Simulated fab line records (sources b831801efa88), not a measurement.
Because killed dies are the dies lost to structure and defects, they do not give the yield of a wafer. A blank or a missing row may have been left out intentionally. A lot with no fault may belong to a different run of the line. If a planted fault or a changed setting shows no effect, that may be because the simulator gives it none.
Which tool did it? + flow sky130 + 42 wafers from 14 lots sampled at 5 of the route's 708 steps

## WHAT EACH GAUGE READ, for each wafer
SKY_VIA2_BOW_MEAS_03. Usual: for VIA2_BOW the level is 86 um and the standard deviation is 6.7.
| lot  | measured     | on           | VIA2_BOW (um) | flag |
|------|--------------|--------------|---------------|------|
| L485 | day 35 11:49 | filmMetro-04 | 82 87 83      |      |
| L486 | day 35 18:35 | filmMetro-04 | 89 95 92      |      |
| L487 | day 36 03:52 | filmMetro-04 | 81 88 80      |      |
| L488 | day 36 09:28 | filmMetro-02 | 95 81 82      |      |
| L489 | day 36 16:44 | filmMetro-04 | 75 77 69      |      |
| L490 | day 38 02:34 | filmMetro-04 | 77 85 82      |      |
| L498 | day 39 16:21 | filmMetro-01 | 100 90 72     |      |
| L497 | day 39 19:17 | filmMetro-01 | 85 90 80      |      |
| L499 | day 39 23:49 | filmMetro-02 | 87 83 91      |      |
| L500 | day 40 04:15 | filmMetro-04 | 79 92 92      |      |
| L501 | day 40 10:00 | filmMetro-02 | 81 85 87      |      |
| L502 | day 40 17:34 | filmMetro-01 | 85 92 88      |      |
| L503 | day 40 19:54 | filmMetro-04 | 89 93 93      |      |
| L504 | day 41 11:07 | filmMetro-02 | 93 87 91      |      |

SKY_CAP2M_RS_MEAS_03: uses a four-point probe to measure. Usual: for CAP2M_TIN_RS the level is 6.92 ohm/sq and the standard deviation is 0.087.
| lot  | measured     | on           | CAP2M_TIN_RS (ohm/sq) | flag |
|------|--------------|--------------|-----------------------|------|
| L485 | day 39 23:34 | filmMetro-03 | 7.07 7.03 7.06        |      |
| L486 | day 40 11:18 | filmMetro-03 | 6.73 6.76 6.81        |      |
| L487 | day 40 18:21 | filmMetro-04 | - - -                 | OFF  |
| L488 | day 40 22:59 | filmMetro-04 | - - -                 | OFF  |
| L489 | day 41 01:59 | filmMetro-03 | 7.14 7.04 7.06        |      |
| L490 | day 42 13:04 | filmMetro-01 | 6.87 6.84 6.78        |      |
| L498 | day 43 19:52 | filmMetro-01 | 6.92 6.96 6.94        |      |
| L497 | day 43 23:10 | filmMetro-03 | 6.87 6.88 6.92        |      |
| L499 | day 44 04:56 | filmMetro-04 | 6.83 6.93 6.86        |      |
| L500 | day 44 09:21 | filmMetro-01 | 6.92 6.91 6.93        |      |
| L501 | day 44 13:43 | filmMetro-01 | 6.93 6.94 7.00        |      |
| L502 | day 44 21:35 | filmMetro-03 | 6.98 6.97 7.00        |      |
| L503 | day 44 23:05 | filmMetro-03 | 6.87 6.87 6.83        |      |
| L504 | day 45 11:58 | filmMetro-04 | 7.05 7.04 7.06        |      |

SKY_CAP2M_THK_MEAS_04: measures by xrf. Usual: for CAP2M_TIN_THK the level is 201.9 nm and the standard deviation is 2.7.
| lot  | measured     | on           | CAP2M_TIN_THK (nm) | flag |
|------|--------------|--------------|--------------------|------|
| L485 | day 39 23:40 | filmMetro-03 | 197.3 198.6 197.2  |      |
| L486 | day 40 11:25 | filmMetro-03 | 207.2 204.8 204.5  |      |
| L487 | day 40 18:28 | filmMetro-04 | <0.0 <0.0 <0.0     | OFF  |
| L488 | day 40 23:07 | filmMetro-04 | <0.0 <0.0 <0.0     | OFF  |
| L489 | day 41 02:05 | filmMetro-03 | 194.9 198.5 197.4  |      |
| L490 | day 42 13:11 | filmMetro-01 | 204.9 204.4 206.8  |      |
| L498 | day 43 19:58 | filmMetro-01 | 202.0 200.4 201.9  |      |
| L497 | day 43 23:17 | filmMetro-03 | 202.6 202.5 200.0  |      |
| L499 | day 44 05:02 | filmMetro-04 | 204.6 203.0 204.1  |      |
| L500 | day 44 09:28 | filmMetro-01 | 200.9 200.7 201.7  |      |
| L501 | day 44 13:48 | filmMetro-01 | 201.6 200.9 198.4  |      |
| L502 | day 44 21:43 | filmMetro-03 | 198.6 199.4 198.9  |      |
| L503 | day 44 23:11 | filmMetro-03 | 201.6 202.5 202.7  |      |
| L504 | day 45 12:04 | filmMetro-04 | 199.4 200.0 199.2  |      |

## EACH LOT AND THE TOOL THAT RAN IT (in order: tool; ch and the chambers of the sampled wafers; start)
| lot  | SKY_METAL3_SPUTTER_04       | SKY_CAP2M_SPUTTER_02        |
|------|-----------------------------|-----------------------------|
| L485 | pvdSputter-04, day 36 15:18 | pvdSputter-02, day 39 23:26 |
| L486 | pvdSputter-01, day 36 22:34 | pvdSputter-01, day 40 11:10 |
| L487 | pvdSputter-01, day 37 07:37 | pvdSputter-02, day 40 18:14 |
| L488 | pvdSputter-02, day 37 12:53 | pvdSputter-04, day 40 22:53 |
| L489 | pvdSputter-01, day 37 20:02 | pvdSputter-04, day 41 01:50 |
| L490 | pvdSputter-02, day 39 11:54 | pvdSputter-01, day 42 12:57 |
| L498 | pvdSputter-04, day 40 16:51 | pvdSputter-02, day 43 19:45 |
| L497 | pvdSputter-02, day 40 20:17 | pvdSputter-02, day 43 23:03 |
| L499 | pvdSputter-04, day 41 01:24 | pvdSputter-02, day 44 04:48 |
| L500 | pvdSputter-01, day 41 06:16 | pvdSputter-02, day 44 09:15 |
| L501 | pvdSputter-02, day 41 11:42 | pvdSputter-02, day 44 13:33 |
| L502 | pvdSputter-02, day 41 19:23 | pvdSputter-04, day 44 21:29 |
| L503 | pvdSputter-01, day 41 21:48 | pvdSputter-02, day 44 22:57 |
| L504 | pvdSputter-01, day 42 12:20 | pvdSputter-04, day 45 11:50 |
- SKY_METAL3_SPUTTER_04: material TiN, target thk 70 nm, time 58.3 s.
- SKY_CAP2M_SPUTTER_02: material TiN, target thk 200 nm, time 166.7 s.

## AS READ BY THE TOOLS THEMSELVES (means over the sampled wafers that have a number; for cases with no such wafer, the mark the record gives instead)
SKY_METAL3_SPUTTER_04. Usual: cathodeDcPowerW 6499.8 W, standard deviation 1.2; chamberPressurePa 0.4000 Pa, standard deviation 0.00082; throttleValvePct 29.9 %, standard deviation 0.9.
| lot  | tool          | cathodeDcPowerW (W) | chamberPressurePa (Pa) | throttleValvePct (%) | flag |
|------|---------------|---------------------|------------------------|----------------------|------|
| L485 | pvdSputter-04 | 6500.7              | 0.3997                 | 30.3                 |      |
| L486 | pvdSputter-01 | 6499.8              | 0.4004                 | 29.9                 |      |
| L487 | pvdSputter-01 | 6499.6              | 0.3999                 | 30.6                 |      |
| L488 | pvdSputter-02 | 6500.0              | 0.4006                 | 29.8                 |      |
| L489 | pvdSputter-01 | 6500.0              | 0.4001                 | 30.3                 |      |
| L490 | pvdSputter-02 | 6499.8              | 0.3991                 | 29.5                 |      |
| L498 | pvdSputter-04 | 6501.0              | 0.3992                 | 30.5                 |      |
| L497 | pvdSputter-02 | 6498.7              | 0.4002                 | 29.3                 |      |
| L499 | pvdSputter-04 | 6499.9              | 0.4000                 | 29.4                 |      |
| L500 | pvdSputter-01 | 6500.0              | 0.4001                 | 30.6                 |      |
| L501 | pvdSputter-02 | 6499.5              | 0.4009                 | 29.4                 |      |
| L502 | pvdSputter-02 | 6499.9              | 0.4005                 | 29.6                 |      |
| L503 | pvdSputter-01 | 6500.9              | 0.4002                 | 29.5                 |      |
| L504 | pvdSputter-01 | 6500.2              | 0.4004                 | 30.4                 |      |

SKY_CAP2M_SPUTTER_02. Usual: cathodeDcPowerW 6499.8 W, standard deviation 1.2; chamberPressurePa 0.4002 Pa, standard deviation 0.00072; throttleValvePct 30.0 %, standard deviation 0.88.
| lot  | tool          | cathodeDcPowerW (W) | chamberPressurePa (Pa) | throttleValvePct (%) | flag |
|------|---------------|---------------------|------------------------|----------------------|------|
| L485 | pvdSputter-02 | 6499.9              | 0.4007                 | 29.9                 |      |
| L486 | pvdSputter-01 | 6500.2              | 0.4001                 | 30.6                 |      |
| L487 | pvdSputter-02 | -                   | -                      | -                    | OFF  |
| L488 | pvdSputter-04 | -                   | -                      | -                    | OFF  |
| L489 | pvdSputter-04 | 6499.6              | 0.4003                 | 31.2                 |      |
| L490 | pvdSputter-01 | 6500.8              | 0.4005                 | 29.9                 |      |
| L498 | pvdSputter-02 | 6499.7              | 0.4002                 | 29.7                 |      |
| L497 | pvdSputter-02 | 6499.3              | 0.4006                 | 29.5                 |      |
| L499 | pvdSputter-02 | 6500.8              | 0.4002                 | 30.2                 |      |
| L500 | pvdSputter-02 | 6500.8              | 0.4000                 | 29.9                 |      |
| L501 | pvdSputter-02 | 6498.6              | 0.4005                 | 30.0                 |      |
| L502 | pvdSputter-04 | 6500.4              | 0.4009                 | 30.5                 |      |
| L503 | pvdSputter-02 | 6500.0              | 0.4003                 | 29.9                 |      |
| L504 | pvdSputter-04 | 6499.9              | 0.3999                 | 29.8                 |      |

## THE ANSWER, worked out from the rows above alone
Rule: lot off if the mean of its wafers having a number is beyond 3 standard deviations from the usual mean. Also off: a lot with no number at a reading for which 4 or more lots have one. Any other lot the step has rows for is counted as sound. First the gauges in route order, then the tools' own readings, where a lot's mean is used as printed above. The first step at which some lot is off is used, and at that step the reading that is off furthest; a lot without a number counts as furthest.
Off: L487, L488, seen at SKY_CAP2M_RS_MEAS_03 (CAP2M_TIN_RS). Without a number there: L487, L488.
If a tool, at a process step before that reading, ran all the lots that are off and no sound lot after the first of them, it fits. Not tried: the gauges at SKY_CAP2M_RS_MEAS_03; whatever is off there is also off at SKY_CAP2M_SPUTTER_02, on other tools, and gauge error can't account for it. No candidate that was tried fits.

## WHAT WAS PUT IN BY THE SIMULATOR
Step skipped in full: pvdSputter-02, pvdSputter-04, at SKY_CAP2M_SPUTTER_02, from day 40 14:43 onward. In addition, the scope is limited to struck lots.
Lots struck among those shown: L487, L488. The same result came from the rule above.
